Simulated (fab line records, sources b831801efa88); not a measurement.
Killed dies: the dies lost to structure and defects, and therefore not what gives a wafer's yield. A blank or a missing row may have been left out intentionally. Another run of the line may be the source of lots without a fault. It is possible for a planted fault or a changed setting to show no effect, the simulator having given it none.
Which tool was responsible? ; flow gf180mcu ; 33 wafers from 11 lots sampled at 5 of the route's 602 steps

WHAT THE GAUGES SHOWED, per wafer
GF_V3_THK_MEAS_03.
lot;measured;on;V3_CVD_02_THK (nm)
L349;day 21 09:35;filmMetro-02;849 851 864
L350;day 21 16:38;filmMetro-02;858 851 845
L352;day 22 15:05;filmMetro-03;872 849 854
L354;day 23 09:00;filmMetro-03;848 858 856
L356;day 23 21:55;filmMetro-02;886 890 909 887 891 909
L357;day 24 09:49;filmMetro-02;889 898 903 888 898 903
L362;day 26 01:37;filmMetro-01;847 857 868
L364;day 26 21:24;filmMetro-03;850 862 883
L366;day 27 06:03;filmMetro-01;855 850 856
L368;day 28 02:32;filmMetro-02;847 864 856
L369;day 28 04:26;filmMetro-03;834 835 860

WHICH TOOL RAN EACH LOT (tool, then ch and the chambers of the sampled wafers, then the start)
lot;GF_V2_SPUTTER_22;GF_V2_CVD_23;GF_M3_SPUTTER_04;GF_V3_CVD_02
L349;pvdSputter-02, day 20 07:32;cvdW-02 ch 0,1, day 20 07:35;pvdSputter-04, day 20 08:21;pecvd-03 ch 0,2, day 21 09:31
L350;pvdSputter-02, day 20 14:49;cvdW-01 ch 0,1, day 20 14:51;pvdSputter-04, day 20 15:37;pecvd-04 ch 0,1,2, day 21 16:34
L352;pvdSputter-04, day 21 13:13;cvdW-02 ch 0,1, day 21 13:17;pvdSputter-03, day 21 14:01;pecvd-01 ch 0,1,2, day 22 15:01
L354;pvdSputter-02, day 22 07:43;cvdW-02 ch 0,1, day 22 07:46;pvdSputter-03, day 22 08:47;pecvd-04 ch 2, day 23 08:53
L356;pvdSputter-01, day 22 21:37;cvdW-02 ch 0,1, day 22 21:40;pvdSputter-03, day 22 22:26;pecvd-03 ch 0,2, day 23 21:51
L357;pvdSputter-01, day 23 09:37;cvdW-01 ch 0, day 23 09:40;pvdSputter-03, day 23 10:26;pecvd-03 ch 0,2, day 24 09:45
L362;pvdSputter-01, day 25 02:56;cvdW-02 ch 0,1, day 25 02:59;pvdSputter-04, day 25 03:45;pecvd-04 ch 1,2, day 26 01:32
L364;pvdSputter-01, day 25 22:20;cvdW-02 ch 0, day 25 22:22;pvdSputter-03, day 25 23:08;pecvd-04 ch 1,2, day 26 21:20
L366;pvdSputter-01, day 26 07:51;cvdW-02 ch 0,1, day 26 07:53;pvdSputter-02, day 26 08:40;pecvd-03 ch 0,1, day 27 05:59
L368;pvdSputter-04, day 27 04:40;cvdW-01 ch 0,1, day 27 04:41;pvdSputter-02, day 27 05:28;pecvd-03 ch 0,1,2, day 28 02:28
L369;pvdSputter-01, day 27 06:24;cvdW-01 ch 0,1, day 27 06:26;pvdSputter-04, day 27 07:13;pecvd-03 ch 0,2, day 28 04:22
- GF_V2_SPUTTER_22: material TiN, target thk 10 nm, time 40 s.
- GF_V2_CVD_23: deposits W, target thk 350 nm, time 104.94 s.
- GF_M3_SPUTTER_04: material TiN, target thk 50 nm, time 41.7 s.
- GF_V3_CVD_02: deposits SiO2 from TEOS, target thk 850 nm, time 94.851 s.

THE ANSWER, worked out from the rows above alone
Rule: usual is defined by the lots themselves. The widest of any qualifying gaps counts: lots, ordered by their means at a reading, are off when they make up no more than a third of the lots, leave a main group of 4 or more, and stand apart from it by 3 or more times the standard deviation of that group's means. A main group whose means are all the same, to the digits that the tables above print for the reading, isn't used. A lot without any number at a reading at which 4 lots or more have one is off too. The other lots that the step has rows for count as sound.
Off: L356, L357, seen at GF_V3_THK_MEAS_03 (V3_CVD_02_THK). Main group: mean 855 nm, sd 5.5.
If a tool, at a process step before that reading, ran all the lots that are off and no sound lot after the first of them, it fits. The gauges at GF_V3_THK_MEAS_03 are tried like those tools. Of those tried, none fits.

WHAT THE SIMULATOR PUT IN
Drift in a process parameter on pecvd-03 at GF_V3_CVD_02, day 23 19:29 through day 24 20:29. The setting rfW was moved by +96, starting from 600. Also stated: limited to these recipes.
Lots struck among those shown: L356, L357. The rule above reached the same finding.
